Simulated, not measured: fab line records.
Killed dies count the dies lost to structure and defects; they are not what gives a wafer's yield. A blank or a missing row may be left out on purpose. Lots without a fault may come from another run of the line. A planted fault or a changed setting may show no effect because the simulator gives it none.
One fault seen from 2 desks + flow sky130 + only its own numbers are on each desk; what lay behind them is given at the end

## METROLOGY DESK
Means of the sampled wafers that have a number, per lot and without regard to the tool the lot ran on: this is what the gauges read. Marked OUT: a lot whose mean sits more than 4 standard deviations from the usual mean, which makes it out of limits; the brackets give that distance.
Columns: A = SD_N_RS at SKY_SD_N_RS_MEAS_16, usual 68.44 ohm/sq
| lot  | first seen here | A                       |
|------|-----------------|-------------------------|
| L989 | day 27 21:13    | 68.31                   |
| L990 | day 28 00:25    | 68.33                   |
| L991 | day 28 18:10    | 68.68                   |
| L994 | day 29 23:36    | 68.43                   |
| L102 | day 32 17:34    | 68.53                   |
| L103 | day 33 09:16    | 68.54                   |
| L105 | day 33 13:37    | 83.51 (+99 or more) OUT |
| L106 | day 33 18:07    | 83.08 (+99 or more) OUT |
| L108 | day 34 08:56    | 83.09 (+99 or more) OUT |
| L110 | day 34 20:26    | 68.49                   |
Per this desk, out of limits: L105, L106, L108; the first was L105, day 33 13:37 (SD_N_RS at SKY_SD_N_RS_MEAS_16). L989, L990, L991, L994, L102, L103, L110: within limits.

## DESK OF THE TOOL OWNER: implanter-01
The tool's own readings at SKY_SD_N_IMPLANT_09, given as means over the sampled wafers that have a number, one for each lot that went through this tool. Marked OUT: a lot whose mean sits more than 4 standard deviations from the usual mean, which makes it out of limits; the brackets give that distance.
Columns: A = beamOnS at SKY_SD_N_IMPLANT_09, usual 17.0 s; B = doseIonsCm2 at SKY_SD_N_IMPLANT_09, usual 3.999e+15; C = faradayCurrentUA at SKY_SD_N_IMPLANT_09, usual 12860
| lot  | first seen here | A              | B                           | C               |
|------|-----------------|----------------|-----------------------------|-----------------|
| L989 | day 27 20:31    | 16.8           | 4.001e+15                   | 13081           |
| L990 | day 27 23:44    | 16.6           | 3.995e+15                   | 13154           |
| L991 | day 28 17:29    | 16.9           | 4.003e+15                   | 12935           |
| L102 | day 32 16:53    | 16.8           | 4.003e+15                   | 12990           |
| L105 | day 33 12:56    | 10.1 (-12) OUT | 1.665e+15 (-99 or more) OUT | 9057 (-8.5) OUT |
| L106 | day 33 17:26    | 10.2 (-11) OUT | 1.667e+15 (-99 or more) OUT | 8947 (-8.7) OUT |
| L108 | day 34 08:16    | 10.1 (-12) OUT | 1.662e+15 (-99 or more) OUT | 9084 (-8.4) OUT |
This desk's finding: out of limits on L105, L106, L108; first on L105, day 33 12:56 (beamOnS at SKY_SD_N_IMPLANT_09). L989, L990, L991, L102: within limits.

## TAKEN TOGETHER
An alarm could have come from the tool owner's desk at day 33 12:56, on L105, L106, L108.
An alarm was possible from the metrology desk at day 33 13:37, on L105, L106, L108.
Every lot named ran SKY_SD_N_IMPLANT_09 on implanter-01.

## WHAT THE SIMULATOR HAD PUT IN
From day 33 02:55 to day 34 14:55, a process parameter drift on implanter-01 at SKY_SD_N_IMPLANT_09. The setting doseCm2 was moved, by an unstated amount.
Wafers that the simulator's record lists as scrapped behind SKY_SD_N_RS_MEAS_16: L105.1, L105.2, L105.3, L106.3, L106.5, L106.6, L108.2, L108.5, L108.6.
Shown lots that were struck: L105, L106, L108.
Delay (hours) between the fault's onset and each desk's first out-of-limits reading: 10 at the tool owner's desk, 11 at the metrology desk.
